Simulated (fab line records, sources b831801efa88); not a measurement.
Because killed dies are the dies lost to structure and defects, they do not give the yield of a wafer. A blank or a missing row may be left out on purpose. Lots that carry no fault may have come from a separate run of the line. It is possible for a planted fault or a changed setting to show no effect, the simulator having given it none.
Which tool is to blame? | flow gf180mcu | 14 lots, 42 wafers sampled, at 3 steps of a route of 602

## WHAT THE GAUGES SHOWED, per wafer
GF_M1_RS_MEAS_05: measures by four-point-probe.
lot  | measured     | on            | M1_ALCU_RS (ohm/sq)
L310 | day 16 03:46 | film_metro-02 | 0.0705 0.0697 0.0701
L312 | day 16 18:04 | film_metro-02 | 0.0694 0.0697 0.0684
L313 | day 17 03:45 | film_metro-04 | 0.0687 0.0692 0.0673
L315 | day 17 17:10 | film_metro-03 | 0.0677 0.0678 0.0669
L316 | day 18 04:52 | film_metro-03 | 0.0695 0.0699 0.0694
L317 | day 18 19:16 | film_metro-04 | 0.0698 0.0691 0.0691
L318 | day 18 20:11 | film_metro-02 | 0.0697 0.0701 0.0693
L319 | day 19 10:34 | film_metro-02 | 0.0692 0.0695 0.0691
L327 | day 22 11:20 | film_metro-03 | 0.0685 0.0704 0.0700
L328 | day 22 14:29 | film_metro-02 | 0.0688 0.0677 0.0680
L329 | day 23 00:31 | film_metro-04 | 0.0684 0.0692 0.0684
L332 | day 24 01:11 | film_metro-03 | 0.0698 0.0696 0.0702
L331 | day 24 01:34 | film_metro-02 | 0.0693 0.0703 0.0693
L333 | day 24 11:58 | film_metro-04 | 0.0682 0.0700 0.0687

GF_M1_OVL_MEAS_15.
lot  | measured     | on         | M1_OVL (nm)
L310 | day 17 02:37 | overlay-02 | 8 2 1
L312 | day 17 15:43 | overlay-02 | 0 -2 4
L313 | day 18 02:28 | overlay-01 | -2 0 0
L315 | day 18 16:49 | overlay-01 | 5 -4 0
L316 | day 19 04:49 | overlay-02 | -4 0 -7
L317 | day 19 19:49 | overlay-02 | 5 9 8
L318 | day 19 20:46 | overlay-01 | 6 4 3
L319 | day 20 10:26 | overlay-02 | 16 4 3
L327 | day 23 10:16 | overlay-01 | 2 -9 -4
L328 | day 23 12:53 | overlay-01 | 8 4 6
L329 | day 23 22:47 | overlay-02 | -9 -15 -8
L332 | day 24 23:07 | overlay-02 | 1 -3 3
L331 | day 24 23:08 | overlay-01 | 0 0 -8
L333 | day 25 09:01 | overlay-02 | -4 -7 -3

GF_V1_BOW_MEAS_05.
lot  | measured     | on            | V1_BOW (um)
L310 | day 17 03:54 | film_metro-02 | 91 79 79
L312 | day 17 17:06 | film_metro-02 | 84 80 90
L313 | day 18 03:42 | film_metro-01 | 75 78 70
L315 | day 18 18:31 | film_metro-01 | 78 82 77
L316 | day 19 06:10 | film_metro-02 | 78 87 80
L317 | day 19 21:05 | film_metro-03 | 70 78 67
L318 | day 19 22:05 | film_metro-01 | 77 86 76
L319 | day 20 11:41 | film_metro-03 | 85 82 85
L327 | day 23 11:35 | film_metro-02 | 67 68 70
L328 | day 23 14:10 | film_metro-02 | 76 79 86
L329 | day 24 00:05 | film_metro-03 | 92 85 92
L332 | day 25 00:22 | film_metro-02 | 81 85 93
L331 | day 25 00:30 | film_metro-03 | 71 90 82
L333 | day 25 10:29 | film_metro-02 | 78 81 78

## WHICH TOOL RAN EACH LOT (tool, then ch and the chambers of the sampled wafers, then the start)
The record shows no process step preceding these readings.

## WHAT THE TOOLS THEMSELVES READ (means of the sampled wafers that have a number; where no wafer has one, the mark that the record gives instead)
The record holds no such reading with a usual standard deviation.

## THE ANSWER, worked out from the rows above alone
Rule: the lots themselves supply what counts as usual. Put in order of their means at a reading, lots are off if they are a third of the lots or fewer, leave a main group of 4 or more, and stand apart from it by a gap of 3 or more times the standard deviation of the main group's means; of several such gaps the widest counts. Not used: any main group whose means are identical at the precision the tables above print for the reading. A lot without any number at a reading at which 4 lots or more have one is off too. The other lots that the step has rows for count as sound. Order of review: gauges by route order, followed by the tools' own readings, for which a lot's mean as printed above is used. At the first step where some lot is off, the reading lying furthest off is the one used; lots without a number count as furthest.
No lot is off on any of the readings shown, so nothing can be concluded from this.

## WHAT HAD BEEN PUT IN BY THE SIMULATOR
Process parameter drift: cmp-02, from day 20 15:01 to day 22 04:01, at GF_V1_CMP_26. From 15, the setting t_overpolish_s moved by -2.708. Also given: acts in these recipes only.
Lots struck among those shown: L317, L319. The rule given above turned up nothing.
